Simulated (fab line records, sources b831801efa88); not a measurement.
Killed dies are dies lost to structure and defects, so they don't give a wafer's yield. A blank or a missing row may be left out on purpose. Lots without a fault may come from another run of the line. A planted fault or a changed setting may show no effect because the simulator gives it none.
fab line records | flow sky130
record lots=6 wafers=18 last_day=50
route steps=708 shown VIA3@591 METAL4@598 CAP2M@603 PAD_OPEN@708
lots that met no fault: from a run of the same line without faults
start_h: hours from the record's first day to the start of the lot's first wafer shown | wait_h: hours since the lot's step before | " the same as in the row above | L1.1+2: a row that stands for several wafers | - no value, or no start given | * or withheld: withheld | < > ~ a bound
route shown NAME@n: a module of which the file shows steps, and the number in the route of the first | usual: mean/standard deviation of fault-free wafers | same: alike in all rows | chamber/n: place in a boat | sites: the reading at each site | _std_site: their standard deviation | _edge_site: outer sites' mean less inner sites' | radius_mm: how far each site lies from the wafer's centre | mask NAME#n: copy n | behind: the tool/chamber that last shaped the wafer | hold: why the lot was held/for how many hours/how that ended | device: the transistor (n, p or np) that didn't switch | end of line: the same wafers' tests at the end of the route | a step without rows: its recipe alone | killed: dies lost to structure and defects at the first sort, not the wafer's yield | map: a wafer's dies, x killed, . not, _ none there
set.NAME: the setting as run; set.NAME@STEP: as run at that earlier step | model.NAME: the simulator's own value behind a step, which no gauge read
lots at some steps of the route; a table a step, a row a wafer
services: from which hour (start_h, from the record's first day; less than 0 if before it) a tool's chamber was out of use, for how many hours, and why
## steps
# step SKY_VIA3_CLEAN_18
# recipe chemistry=IPA time_s=180 temp_c=25
# step SKY_VIA3_CLEAN_19
# recipe chemistry=O3/DIW dry=n2_spin
# step SKY_VIA3_SPUTTER_20
# recipe material=TiN target_thk_nm=20 chamber_pressure_pa=5 power_w=4000 time_s=80
# usual throttle_valve_pct=30.3/1.6
# columns lot.wafer tool chamber start_h wait_h throttle_valve_pct
L263.2 pvd_sputter-04 - 965.64 0.0 28.3
L263.3 " - " " 29.5
L263.6 " - " " 29.8
L265.1 pvd_sputter-01 - 973.65 0.0 31.3
L265.2 " - " " 27.9
L265.6 " - " " 27.5
L273.1 pvd_sputter-03 - 1028.20 0.0 31.5
L273.4 " - " " 29.2
L273.6 " - " " 33.3
L281.2 pvd_sputter-04 - 1072.50 0.0 28.5
L281.5 " - " " 31.9
L281.6 " - " " 29.4
L282.1 pvd_sputter-01 - 1078.02 0.0 29.9
L282.2 " - " " 31.1
L282.3 " - " " 31.0
L283.2 pvd_sputter-04 - 1086.48 0.0 31.8
L283.5 " - " " 29.6
L283.6 " - " " 31.8
# step SKY_VIA3_CVD_21
# recipe material=W target_thk_nm=390 time_s=117.31 temp_c=400 pressure_torr=40
# step SKY_VIA3_RS_MEAS_22
# recipe thk_meas_gauge=four-point-probe reads=W_of_VIA3_CVD_21+TiN_of_VIA3_SPUTTER_20
# usual VIA3_W_RS=0.292/0.0046
# columns lot.wafer tool chamber start_h wait_h VIA3_W_RS[ohm/sq]
L263.2 film_metro-02 - 965.84 0.1 0.293
L263.3 " - " " 0.292
L263.6 " - " " 0.293
L265.1 film_metro-03 - 973.84 0.1 0.300
L265.2 " - " " 0.300
L265.6 " - " " 0.302
L273.1 film_metro-01 - 1028.39 0.1 0.283
L273.4 " - " " 0.293
L273.6 " - " " 0.290
L281.2 film_metro-03 - 1072.70 0.1 0.296
L281.5 " - " " 0.297
L281.6 " - " " 0.298
L282.1 film_metro-01 - 1078.20 0.1 0.286
L282.2 " - " " 0.293
L282.3 " - " " 0.296
L283.2 film_metro-03 - 1086.69 0.1 0.296
L283.5 " - " " 0.288
L283.6 " - " " 0.298
# step SKY_VIA3_THK_MEAS_23
# recipe thk_meas_gauge=xrf reads=W_of_VIA3_CVD_21
# usual VIA3_W_THK=386/6.6
# columns lot.wafer tool chamber start_h wait_h VIA3_W_THK[nm]
L263.2 film_metro-02 - 965.95 0.1 380
L263.3 " - " " 379
L263.6 " - " " 380
L265.1 film_metro-03 - 973.96 0.1 380
L265.2 " - " " 381
L265.6 " - " " 380
L273.1 film_metro-01 - 1028.51 0.1 402
L273.4 " - " " 387
L273.6 " - " " 389
L281.2 film_metro-03 - 1072.81 0.1 374
L281.5 " - " " 372
L281.6 " - " " 372
L282.1 film_metro-01 - 1078.32 0.1 395
L282.2 " - " " 386
L282.3 " - " " 379
L283.2 film_metro-03 - 1086.80 0.1 379
L283.5 " - " " 388
L283.6 " - " " 376
# step SKY_VIA3_CMP_24
# recipe stop_on=SiO2 t_overpolish_s=20 down_force_psi=3.5 platen_rpm=60 target_thk_nm=0 pad_velocity_m_s=0.94248
# step SKY_METAL4_SPUTTER_00
# recipe material=Ti target_thk_nm=15 power_w=3000 time_s=10 chamber_pressure_pa=0.4
# step SKY_METAL4_SPUTTER_01
# recipe material=TiN target_thk_nm=20 power_w=6500 time_s=16.7 chamber_pressure_pa=0.4
# usual throttle_valve_pct=30.4/1.2
# columns lot.wafer tool chamber start_h wait_h throttle_valve_pct
L263.2 pvd_sputter-04 - 966.32 0.0 32.0
L263.3 " - " " 28.4
L263.6 " - " " 29.6
L265.1 pvd_sputter-04 - 974.34 0.0 29.5
L265.2 " - " " 28.5
L265.6 " - " " 29.6
L273.1 pvd_sputter-02 - 1029.10 0.0 29.0
L273.4 " - " " 30.4
L273.6 " - " " 31.2
L281.2 pvd_sputter-02 - 1073.18 0.0 30.4
L281.5 " - " " 31.3
L281.6 " - " " 31.9
L282.1 pvd_sputter-04 - 1078.70 0.0 29.5
L282.2 " - " " 29.8
L282.3 " - " " 28.2
L283.2 pvd_sputter-02 - 1087.17 0.0 32.0
L283.5 " - " " 31.5
L283.6 " - " " 30.4
# step SKY_METAL4_SPUTTER_02
# recipe material=AlCu target_thk_nm=735 power_w=10600 time_s=39.1 chamber_pressure_pa=0.4
# usual throttle_valve_pct=30.4/1.2
# columns lot.wafer tool chamber start_h wait_h throttle_valve_pct
L263.2 pvd_sputter-04 - 966.35 0.0 31.9
L263.3 " - " " 28.2
L263.6 " - " " 29.5
L265.1 pvd_sputter-04 - 974.36 0.0 29.8
L265.2 " - " " 28.2
L265.6 " - " " 29.7
L273.1 pvd_sputter-02 - 1029.13 0.0 29.4
L273.4 " - " " 30.4
L273.6 " - " " 31.4
L281.2 pvd_sputter-02 - 1073.21 0.0 30.4
L281.5 " - " " 31.3
L281.6 " - " " 32.1
L282.1 pvd_sputter-04 - 1078.73 0.0 29.5
L282.2 " - " " 29.8
L282.3 " - " " 28.2
L283.2 pvd_sputter-02 - 1087.19 0.0 32.1
L283.5 " - " " 31.4
L283.6 " - " " 30.5
# step SKY_METAL4_SPUTTER_03
# recipe material=Ti target_thk_nm=5 power_w=3000 time_s=3.3 chamber_pressure_pa=0.4
# step SKY_METAL4_SPUTTER_04
# recipe material=TiN target_thk_nm=70 power_w=6500 time_s=58.3 chamber_pressure_pa=0.4
# usual throttle_valve_pct=30.4/1.2
# columns lot.wafer tool chamber start_h wait_h throttle_valve_pct
L263.2 pvd_sputter-04 - 966.41 0.0 31.9
L263.3 " - " " 28.3
L263.6 " - " " 29.6
L265.1 pvd_sputter-04 - 974.42 0.0 29.4
L265.2 " - " " 28.3
L265.6 " - " " 29.6
L273.1 pvd_sputter-02 - 1029.19 0.0 28.9
L273.4 " - " " 30.6
L273.6 " - " " 31.2
L281.2 pvd_sputter-02 - 1073.26 0.0 30.4
L281.5 " - " " 31.3
L281.6 " - " " 32.2
L282.1 pvd_sputter-04 - 1078.78 0.0 29.6
L282.2 " - " " 29.9
L282.3 " - " " 28.2
L283.2 pvd_sputter-02 - 1087.25 0.0 31.9
L283.5 " - " " 31.3
L283.6 " - " " 30.3
# step SKY_CAP2M_CVD_00
# recipe material=SiO2 target_thk_nm=15.5 temp_c=400 time_s=withheld rf_w=450
# usual heater_power_w=716/130
# columns lot.wafer tool chamber start_h wait_h heater_power_w model.SiO2_of_CAP2M_CVD_00.thk_nm
L263.2 pecvd-02 0 966.46 0.0 634 15.32
L263.3 " 1 " " 664 15.41
L263.6 " 1 " " 635 15.68
L265.1 pecvd-04 1 974.47 0.0 593 15.09
L265.2 " 0 " " 735 15.13
L265.6 " 0 " " 723 15.44
L273.1 pecvd-02 0 1029.23 0.0 658 15.24
L273.4 " 0 " " 673 15.44
L273.6 " 2 " " 675 15.68
L281.2 pecvd-02 2 1073.31 0.0 695 15.3
L281.5 " 0 " " 688 15.87
L281.6 " 2 " " 710 13.87
L282.1 pecvd-03 2 1078.83 0.0 621 15.32
L282.2 " 1 " " 555 15.43
L282.3 " 0 " " 593 15.49
L283.2 pecvd-02 0 1087.30 0.0 704 15.25
L283.5 " 0 " " 705 15.74
L283.6 " 2 " " 684 13.87
# step SKY_CAP2M_THK_MEAS_01
# recipe reads=SiO2_of_CAP2M_CVD_00
# usual CAP2M_CVD_00_THK=15.44/0.2
# columns lot.wafer tool chamber start_h wait_h CAP2M_CVD_00_THK[nm]
L263.2 film_metro-04 - 966.49 - 15.36
L263.3 " - " " 15.45
L263.6 " - " " 15.66
L265.1 film_metro-01 - 974.49 - 15.06
L265.2 " - " " 15.14
L265.6 " - " " 15.47
L273.1 film_metro-01 - 1029.27 - 15.25
L273.4 " - " " 15.43
L273.6 " - " " 15.66
L281.2 film_metro-02 - 1073.34 - 15.29
L281.5 " - " " 15.88
L281.6 " - " " 13.87
L282.1 film_metro-04 - 1078.86 - 15.29
L282.2 " - " " 15.44
L282.3 " - " " 15.47
L283.2 film_metro-01 - 1087.33 - 15.21
L283.5 " - " " 15.78
L283.6 " - " " 13.90
# step SKY_CAP2M_SPUTTER_02
# recipe material=TiN target_thk_nm=200 temp_c=300 power_w=6500 time_s=166.7 chamber_pressure_pa=0.4
# step SKY_CAP2M_RS_MEAS_03
# recipe thk_meas_gauge=four-point-probe reads=TiN_of_CAP2M_SPUTTER_02
# usual CAP2M_TIN_RS=6.92/0.06
# columns lot.wafer tool chamber start_h wait_h CAP2M_TIN_RS[ohm/sq]
L263.2 film_metro-02 - 966.67 0.1 6.94
L263.3 " - " " 7.00
L263.6 " - " " 6.92
L265.1 film_metro-04 - 974.66 0.1 6.94
L265.2 " - " " 6.93
L265.6 " - " " 6.96
L273.1 film_metro-04 - 1029.44 0.1 6.92
L273.4 " - " " 6.90
L273.6 " - " " 6.92
L281.2 film_metro-04 - 1073.52 0.1 6.97
L281.5 " - " " 6.96
L281.6 " - " " 6.95
L282.1 film_metro-01 - 1079.02 0.1 6.91
L282.2 " - " " 6.89
L282.3 " - " " 6.93
L283.2 film_metro-04 - 1087.51 0.1 6.87
L283.5 " - " " 6.87
L283.6 " - " " 6.81
# step SKY_CAP2M_THK_MEAS_04
# recipe thk_meas_gauge=xrf reads=TiN_of_CAP2M_SPUTTER_02
# usual CAP2M_TIN_THK=201.9/1.8
# columns lot.wafer tool chamber start_h wait_h CAP2M_TIN_THK[nm]
L263.2 film_metro-02 - 966.78 0.1 201.6
L263.3 " - " " 200.2
L263.6 " - " " 202.4
L265.1 film_metro-04 - 974.78 0.1 201.5
L265.2 " - " " 201.5
L265.6 " - " " 201.4
L273.1 film_metro-04 - 1029.56 0.1 201.3
L273.4 " - " " 201.4
L273.6 " - " " 201.2
L281.2 film_metro-04 - 1073.63 0.1 200.0
L281.5 " - " " 199.6
L281.6 " - " " 201.5
L282.1 film_metro-01 - 1079.14 0.1 203.0
L282.2 " - " " 205.2
L282.3 " - " " 203.1
L283.2 film_metro-04 - 1087.62 0.1 202.9
L283.5 " - " " 202.5
L283.6 " - " " 204.9
# step SKY_CAP2M_DEHYDRATE_05
# recipe temp_c=200 time_s=60
# step SKY_CAP2M_HMDS_06
# recipe prime_time_s=60 prime_temp_c=120
# step SKY_CAP2M_COAT_07
# recipe resist=NOVOLAK spin_rpm=3000 resist_thk_nm=1140
# step SKY_CAP2M_SOFTBAKE_08
# recipe temp_c=90 time_s=60 resist=NOVOLAK
# step SKY_CAP2M_EXPOSE_09
# recipe mask_id=CAP2M na=0.6 source_shape=conventional sigma_outer=0.6 polarization=unpolarized target_cd_nm=1000 dose_mj=159
# step SKY_CAP2M_PEB_10
# recipe temp_c=withheld time_s=* resist=NOVOLAK
# step SKY_CAP2M_DEVELOP_11
# recipe resist=NOVOLAK developer=TMAH develop_time_s=60 dev_temp_c=23
# step SKY_CAP2M_OVL_MEAS_12
# usual CAP2M_OVL=-0.8/1.2
# columns lot.wafer tool chamber start_h wait_h CAP2M_OVL[nm]
L263.2 overlay-01 - 989.96 0.1 -0.3
L263.3 " - " " -0.1
L263.6 " - " " -2.0
L265.1 overlay-01 - 997.30 0.1 0.1
L265.2 " - " " -0.7
L265.6 " - " " 0.1
L273.1 overlay-02 - 1051.88 0.1 1.0
L273.4 " - " " -0.4
L273.6 " - " " 0.2
L281.2 overlay-01 - 1095.09 0.1 1.5
L281.5 " - " " -0.4
L281.6 " - " " -0.9
L282.1 overlay-02 - 1100.30 0.1 -0.4
L282.2 " - " " -3.0
L282.3 " - " " -1.7
L283.2 overlay-02 - 1107.46 0.1 -0.4
L283.5 " - " " -1.5
L283.6 " - " " -1.1
# step SKY_CAP2M_METAL_ETCH_13
# recipe target_depth_nm=220 stop_on=SiO2 chemistry=Cl2/BCl3 target=TiN pressure_mtorr=10 icp_w=900 bias_w=48.5 Cl2_flow_sccm=60 bcl3_flow_sccm=30 time_s=62.9
# step SKY_CAP2M_STRIP_14
# recipe chemistry=O2/N2 power_w=1400 pressure_mtorr=1500 platen_temp_c=withheld o2_flow_sccm=3000 n2_flow_sccm=300 overash_fraction=0.5
# step SKY_CAP2M_STRIP_15
# recipe chemistry=post_etch_residue_remover time_s=1200 temp_c=72.5
# step SKY_CAP2M_CLEAN_16
# recipe chemistry=IPA time_s=180 temp_c=25
# step SKY_CAP2M_CLEAN_17
# recipe chemistry=O3/DIW dry=n2_spin
# step SKY_METAL4_DEHYDRATE_05
# recipe temp_c=200 time_s=60
# step SKY_METAL4_HMDS_06
# recipe prime_time_s=60 prime_temp_c=120
# step SKY_METAL4_COAT_07
# recipe resist=BARC temp_c=withheld time_s=withheld spin_rpm=3000 resist_thk_nm=60
# step SKY_METAL4_COAT_08
# recipe resist=KrF-thick spin_rpm=3000 resist_thk_nm=1140
# step SKY_METAL4_SOFTBAKE_09
# recipe temp_c=100 time_s=90 resist=KrF-thick
# step SKY_METAL4_EXPOSE_10
# recipe mask_id=MM4 na=0.68 source_shape=annular sigma_inner=0.4 sigma_outer=0.8 target_cd_nm=300 dose_mj=28
# step SKY_METAL4_PEB_11
# recipe peb_temp_c=withheld peb_time_s=withheld resist=KrF-thick
# step SKY_METAL4_DEVELOP_12
# recipe develop_time_s=60 resist=KrF-thick dev_temp_c=21
# step SKY_METAL4_CD_MEAS_13
# recipe target_cd_nm=300
# usual cd_nm=299.1/1.5
# columns lot.wafer tool chamber start_h wait_h cd_nm
L263.2 cd_sem-02 - 1013.64 - 299.8
L263.3 " - " " 300.4
L263.6 " - " " 298.5
L265.1 cd_sem-02 - 1020.17 - 296.9
L265.2 " - " " 298.8
L265.6 " - " " 299.6
L273.1 cd_sem-02 - 1074.72 - 297.1
L273.4 " - " " 296.4
L273.6 " - " " 298.0
L281.2 cd_sem-02 - 1116.85 - 298.1
L281.5 " - " " 298.4
L281.6 " - " " 300.0
L282.1 cd_sem-01 - 1121.33 - 298.3
L282.2 " - " " 298.4
L282.3 " - " " 300.0
L283.2 cd_sem-01 - 1128.99 - 298.2
L283.5 " - " " 299.9
L283.6 " - " " 297.9
# step SKY_METAL4_OVL_MEAS_14
# usual METAL4_OVL=-1/6
# columns lot.wafer tool chamber start_h wait_h METAL4_OVL[nm]
L263.2 overlay-01 - 1013.74 0.1 -8
L263.3 " - " " 3
L263.6 " - " " -5
L265.1 overlay-02 - 1020.29 0.1 -7
L265.2 " - " " 3
L265.6 " - " " 6
L273.1 overlay-02 - 1074.84 0.1 -3
L273.4 " - " " -10
L273.6 " - " " 1
L281.2 overlay-01 - 1116.96 0.1 -4
L281.5 " - " " -7
L281.6 " - " " -1
L282.1 overlay-02 - 1121.45 0.1 -7
L282.2 " - " " -7
L282.3 " - " " -10
L283.2 overlay-02 - 1129.09 0.1 -3
L283.5 " - " " -8
L283.6 " - " " -6
# step SKY_METAL4_DESCUM_15
# recipe chemistry=O2 source_power_w=150 bias_power_w=0 pressure_mtorr=10 temp_c=40 time_s=8
# usual drypump_motor_current_A=5.6/0.41 he_backside_leak_sccm=3.3/0.36 oes_product_au=0.998/0.0061
# columns lot.wafer tool chamber start_h wait_h drypump_motor_current_A he_backside_leak_sccm oes_product_au rf_hours_counter_h
L263.2 rie_metal-03 1 1013.77 0.0 6.2 3.3 1.001 8
L263.3 " 0 " " 5.4 3.5 0.987 -
L263.6 " 0 " " 5.4 3.2 1.000 -
L265.1 rie_metal-04 0 1020.32 0.0 5.5 3.2 0.998 14
L265.2 " 1 " " 5.1 3.0 1.009 10
L265.6 " 0 " " 5.5 3.2 1.009 -
L273.1 rie_metal-03 0 1074.87 0.0 5.4 3.5 0.990 14
L273.4 " 1 " " 6.2 3.2 1.002 -
L273.6 " 0 " " 5.4 3.5 1.004 -
L281.2 rie_metal-04 1 1116.99 0.0 5.1 3.2 0.998 17
L281.5 " 0 " " 5.6 3.6 1.005 -
L281.6 " 1 " " 5.1 3.0 1.011 -
L282.1 rie_metal-04 0 1121.49 0.0 5.6 3.4 0.999 21
L282.2 " 1 " " 5.0 3.2 0.996 17
L282.3 " 0 " " 5.6 3.5 0.992 -
L283.2 rie_metal-04 0 1129.12 0.0 5.6 3.5 0.992 22
L283.5 " 0 " " 5.5 3.4 0.998 -
L283.6 " 1 " " 5.0 3.2 1.000 -
# step SKY_METAL4_ETCH_16
# recipe chemistry=N2/H2 target=BARC ion_energy_ev=200 bias_w=100 pressure_mtorr=30 n2_flow_sccm=100 h2_flow_sccm=200 icp_w=500 stop_on=SiO2 time_s=88.2 target_depth_a=600
# step SKY_METAL4_ETCH_17
# recipe target=SiO2 stop_on=TiN chemistry=C4F8/O2/Ar source_w=1500 bias_w=1200 pressure_mtorr=40 c4f8_flow_sccm=withheld O2_flow_sccm=6 Ar_flow_sccm=300 time_s=3.9 target_depth_a=150
# usual oes_product_au=0.754/0.0064
# columns lot.wafer tool chamber start_h wait_h oes_product_au rf_hours_counter_h
L263.2 rie_diel-02 2 1013.90 0.1 0.750 23
L263.3 " 0 " " 0.755 8
L263.6 " 2 " " 0.758 -
L265.1 rie_diel-01 0 1020.45 0.1 0.744 13
L265.2 " 1 " " 0.741 14
L265.6 " 1 " " 0.753 -
L273.1 rie_diel-02 1 1075.00 0.1 0.755 15
L273.4 " 0 " " 0.751 10
L273.6 " 3 " " 0.761 -
L281.2 rie_diel-04 3 1117.12 0.1 0.752 3
L281.5 " 2 " " 0.769 -
L281.6 " 3 " " 0.720 -
L282.1 rie_diel-04 3 1121.62 0.1 0.745 3
L282.2 " 1 " " 0.749 19
L282.3 " 0 " " 0.755 9
L283.2 rie_diel-02 1 1129.25 0.1 0.745 17
L283.5 " 2 " " 0.764 -
L283.6 " 1 " " 0.712 -
# step SKY_PAD_OPEN_PROBE_99
# usual defect_limited_yield=82.5/2 killed_at_M0_to_M3=43/7.1 killed_at_M4_up=3.3/2 killed_at_contacts=24/5.1 killed_at_front_end=15/4.6 killed_at_other=0.3/0.6 killed_dies=86/9.6 killed_open=46/7.3 killed_short=39/6.7 sort_bin_3_pad_short=0.9/0.44 sort_bin_5_function=10.4/1.5 sort_bin_6_memory=6.2/1.1 sort_n_pass=406/9.6 sort_yield_pct=82.5/2
# same gross_dies=492 killed_at_back_side=0 sort_bin_4_leakage[%]=0 sort_bin_8_speed[%]=0
# columns lot.wafer tool chamber start_h wait_h defect_limited_yield[%] killed_at_M0_to_M3 killed_at_M4_up killed_at_contacts killed_at_front_end killed_at_other killed_dies killed_open killed_short sort_bin_3_pad_short[%] sort_bin_5_function[%] sort_bin_6_memory[%] sort_n_pass sort_yield_pct[%] model.etest.cap_mim2.bv_v model.etest.cap_mim2.leak_log10_a_cm2 model.etest.cap_mim2.c_ff_um2
L263.2 prober-02 - 1108.37 0.1 80.7 56 1 23 15 0 95 51 44 1.0 10.8 7.5 397 80.7 13.5 -8.798 2.345
L263.3 prober-02 - 1108.42 0.2 84.8 47 2 17 9 0 75 41 34 1.0 8.3 5.9 417 84.8 13.88 -9.056 2.35
L263.6 prober-02 - 1108.57 0.2 81.5 55 5 24 7 0 91 45 46 1.0 9.6 7.9 401 81.5 13.73 -9.03 2.316
L265.1 prober-02 - 1115.05 0.1 79.3 56 4 24 18 0 102 53 49 1.4 11.0 8.3 390 79.3 13.69 -8.942 2.397
L265.2 prober-02 - 1115.10 0.1 82.3 38 3 20 26 0 87 52 35 0.4 10.6 6.7 405 82.3 13.43 -8.83 2.412
L265.6 prober-02 - 1115.30 0.2 81.3 50 2 23 16 1 92 49 43 1.2 12.4 5.1 400 81.3 13.93 -9.199 2.326
L273.1 prober-02 - 1160.43 0.1 83.7 47 2 17 14 0 80 42 38 0.6 10.2 5.5 412 83.7 13.23 -8.748 2.379
L273.4 prober-02 - 1160.58 0.2 82.5 49 2 19 16 0 86 46 40 0.8 10.2 6.5 406 82.5 13.82 -8.923 2.345
L273.6 prober-02 - 1160.68 0.2 85.6 39 1 24 7 0 71 35 36 0.8 9.1 4.5 421 85.6 14.12 -8.804 2.307
L281.2 prober-02 - 1193.98 0.1 81.9 45 5 28 11 0 89 37 52 1.2 8.3 8.5 403 81.9 14.14 -9.057 2.352
L281.5 prober-02 - 1194.13 0.2 83.5 38 2 16 25 0 81 37 44 1.0 8.5 6.9 411 83.5 14.27 -9.058 2.288
L281.6 prober-02 - 1194.18 0.2 83.9 42 4 20 12 1 79 36 43 0.8 9.6 5.7 413 83.9 12.03 -8.591 2.63
L282.1 prober-01 - 1197.63 0.1 81.9 42 3 28 15 1 89 45 44 0.8 10.8 6.5 403 81.9 14.12 -8.897 2.389
L282.2 prober-01 - 1197.68 0.1 86.6 32 1 20 13 0 66 39 27 0.8 7.9 4.7 426 86.6 13.38 -9.032 2.358
L282.3 prober-01 - 1197.73 0.2 78.7 44 3 32 26 0 105 53 52 1.0 12.2 8.1 387 78.7 13.7 -8.863 2.361
L283.2 prober-02 - 1202.70 0.1 81.5 47 3 24 16 1 91 49 41 1.4 10.2 6.9 401 81.5 13.72 -8.922 2.373
L283.5 prober-02 - 1202.85 0.2 82.9 48 7 18 11 0 84 49 35 0.8 9.1 7.1 408 82.9 14.08 -9.051 2.311
L283.6 prober-02 - 1202.90 0.2 82.3 42 5 25 15 0 87 45 42 1.4 9.8 6.5 405 82.3 12.3 -8.436 2.617
# killed by level:class
L263.2 VIA2:geometric_particle:open=13 LI_CONTACT:geometric_particle:open=9 VIA1:geometric_particle:open=8 METAL1:geometric_particle:short=7 METAL2:geometric_particle:short=6 VIA2:geometric_particle:short=6 LOCAL_INTERCONNECT:geometric_particle:short=5 CONTACT:geometric_particle:open=5
L263.3 VIA1:geometric_particle:open=9 VIA3:geometric_particle:open=9 LI_CONTACT:geometric_particle:open=6 VIA2:geometric_particle:open=6 METAL1:geometric_particle:short=5 FIELD_ISO:geometric_particle:open=4 CONTACT:geometric_particle:short=4 VIA1:geometric_particle:short=4
L263.6 VIA2:geometric_particle:open=12 VIA1:geometric_particle:open=9 CONTACT:geometric_particle:short=8 VIA3:geometric_particle:open=7 LOCAL_INTERCONNECT:geometric_particle:short=6 METAL2:geometric_particle:short=6 METAL1:geometric_particle:short=6 LI_CONTACT:geometric_particle:open=5
L265.1 VIA1:geometric_particle:open=12 VIA1:geometric_particle:short=9 VIA2:geometric_particle:open=8 LI_CONTACT:geometric_particle:open=7 METAL2:geometric_particle:short=7 POLY_GATE:geometric_particle:open=5 POLY_GATE:geometric_particle:short=5 CONTACT:geometric_particle:open=5
L265.2 CONTACT:geometric_particle:open=10 VIA3:geometric_particle:open=8 VIA2:geometric_particle:open=7 FIELD_ISO:geometric_particle:short=6 VIA1:geometric_particle:open=6 VIA2:geometric_particle:short=6 FIELD_ISO:geometric_particle:open=5 POLY_GATE:geometric_particle:short=5
L265.6 VIA1:geometric_particle:open=11 METAL2:geometric_particle:short=9 VIA3:geometric_particle:open=9 CONTACT:geometric_particle:open=7 LOCAL_INTERCONNECT:geometric_particle:short=5 FIELD_ISO:geometric_particle:open=4 POLY_GATE:geometric_particle:open=4 LI_CONTACT:geometric_particle:short=4
L273.1 VIA1:geometric_particle:open=12 METAL2:geometric_particle:short=8 CONTACT:geometric_particle:open=6 VIA2:geometric_particle:open=5 VIA3:geometric_particle:open=5 LI_CONTACT:geometric_particle:open=4 METAL1:geometric_particle:short=4 VIA1:geometric_particle:short=4
L273.4 VIA2:geometric_particle:open=10 VIA1:geometric_particle:open=9 LI_CONTACT:geometric_particle:open=8 LOCAL_INTERCONNECT:geometric_particle:short=6 METAL1:geometric_particle:short=6 METAL3:geometric_particle:short=6 POLY_CUT:geometric_particle:open=5 VIA3:geometric_particle:short=5
L273.6 METAL2:geometric_particle:short=10 CONTACT:geometric_particle:open=9 LOCAL_INTERCONNECT:geometric_particle:short=7 VIA1:geometric_particle:open=6 VIA3:geometric_particle:open=5 VIA2:geometric_particle:open=5 CONTACT:geometric_particle:short=4 METAL1:geometric_particle:short=4
L281.2 CONTACT:geometric_particle:short=9 VIA1:geometric_particle:open=9 METAL1:geometric_particle:short=8 LI_CONTACT:geometric_particle:open=7 POLY_GATE:geometric_particle:short=6 METAL2:geometric_particle:short=6 METAL3:geometric_particle:short=6 VIA3:geometric_particle:open=6
L281.5 POLY_GATE:geometric_particle:short=7 LOCAL_INTERCONNECT:geometric_particle:short=6 METAL1:geometric_particle:short=6 METAL2:geometric_particle:short=6 POLY_GATE:geometric_particle:open=5 CONTACT:geometric_particle:open=5 VIA3:geometric_particle:open=5 FIELD_ISO:geometric_particle:open=4
L281.6 METAL2:geometric_particle:short=8 METAL1:geometric_particle:short=7 VIA1:geometric_particle:open=7 FIELD_ISO:geometric_particle:open=5 LOCAL_INTERCONNECT:geometric_particle:short=5 CONTACT:geometric_particle:open=5 METAL3:geometric_particle:short=5 VIA2:geometric_particle:open=4
L282.1 CONTACT:geometric_particle:open=12 VIA1:geometric_particle:open=7 VIA3:geometric_particle:open=7 VIA1:geometric_particle:short=6 LI_CONTACT:geometric_particle:open=6 METAL2:geometric_particle:short=6 FIELD_ISO:geometric_particle:short=4 VIA3:geometric_particle:short=4
L282.2 CONTACT:geometric_particle:open=9 LI_CONTACT:geometric_particle:open=6 VIA2:geometric_particle:open=6 VIA1:geometric_particle:open=5 FIELD_ISO:geometric_particle:open=4 METAL1:geometric_particle:short=4 METAL2:geometric_particle:short=4 FIELD_ISO:geometric_particle:short=3
L282.3 CONTACT:geometric_particle:open=13 VIA1:geometric_particle:open=9 POLY_GATE:geometric_particle:short=8 LI_CONTACT:geometric_particle:open=8 POLY_GATE:geometric_particle:open=6 VIA2:geometric_particle:open=6 FIELD_ISO:geometric_particle:short=5 METAL1:geometric_particle:short=5
L283.2 VIA3:geometric_particle:open=12 CONTACT:geometric_particle:open=8 VIA1:geometric_particle:open=7 POLY_GATE:geometric_particle:short=6 METAL1:geometric_particle:short=6 VIA3:geometric_particle:short=6 CONTACT:geometric_particle:short=5 LOCAL_INTERCONNECT:geometric_particle:open=4
L283.5 VIA1:geometric_particle:open=14 VIA3:geometric_particle:open=12 VIA3:geometric_particle:short=7 CONTACT:geometric_particle:open=6 FIELD_ISO:geometric_particle:short=5 VIA2:geometric_particle:open=5 METAL4:geometric_particle:short=5 LI_CONTACT:geometric_particle:open=4
L283.6 LI_CONTACT:geometric_particle:open=11 METAL1:geometric_particle:short=8 VIA1:geometric_particle:open=7 CONTACT:geometric_particle:open=6 METAL2:geometric_particle:short=6 VIA2:geometric_particle:open=5 CONTACT:geometric_particle:short=5 VIA3:geometric_particle:open=5
## services
# columns tool chamber start_h hours kind
rie_diel-04 1 942.69 9.0 repair
rie_diel-04 0 943.96 3.2 repair
rie_diel-04 0 947.57 4.6 repair
rie_diel-01 - 955.43 2.8 pm
pvd_sputter-01 - 957.74 1.2 repair
pvd_sputter-03 - 958.76 12.5 repair
rie_diel-02 - 963.34 2.8 pm
rie_diel-04 - 963.83 0.5 repair
rie_diel-04 1 971.85 3.9 repair
rie_diel-04 2 973.46 4.2 repair
rie_metal-04 1 975.93 7.1 repair
pecvd-03 - 982.82 2.8 pm
pecvd-02 1 987.38 10.7 repair
pvd_sputter-01 - 988.33 20.5 repair
pecvd-02 1 1019.01 15.2 repair
rie_metal-03 - 1025.77 2.8 pm
rie_metal-03 - 1030.18 14.6 pm
pecvd-02 2 1033.91 5.8 repair
rie_diel-02 2 1042.07 14.4 repair
pvd_sputter-02 - 1054.55 13.2 repair
rie_diel-04 3 1070.92 5.0 repair
rie_metal-03 - 1081.79 5.9 repair
rie_diel-04 - 1098.04 0.7 repair
pvd_sputter-02 - 1125.31 2.8 repair
## key
first_sign step=SKY_CAP2M_THK_MEAS_01 reading=CAP2M_CVD_00_THK direction=down sigmas=7.6 usual=15.44 struck=13.89
effect step=SKY_METAL4_ETCH_17 reading=oes_product_au direction=down sigmas=5.9 usual=0.754 struck=0.716
model_effect step=SKY_CAP2M_CVD_00 value=SiO2_of_CAP2M_CVD_00.thk_nm without=15.57 struck=13.87
model_effect step=SKY_PAD_OPEN_PROBE_99 value=etest.cap_mim2.bv_v without=13.66 struck=12.16
met_at SKY_CAP2M_CVD_00
struck_wafers L281.6,L283.6
onset_between 1029.23 1073.31
fault kind=process_parameter_drift tool=pecvd-02 chamber=- onset_h=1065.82 steps=SKY_CAP2M_CVD_00 channel=target_thk_nm offset=-1.6853 shape=step end_h=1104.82 scope=struck_wafers_only acts_in=these_recipes_only stated=15.5
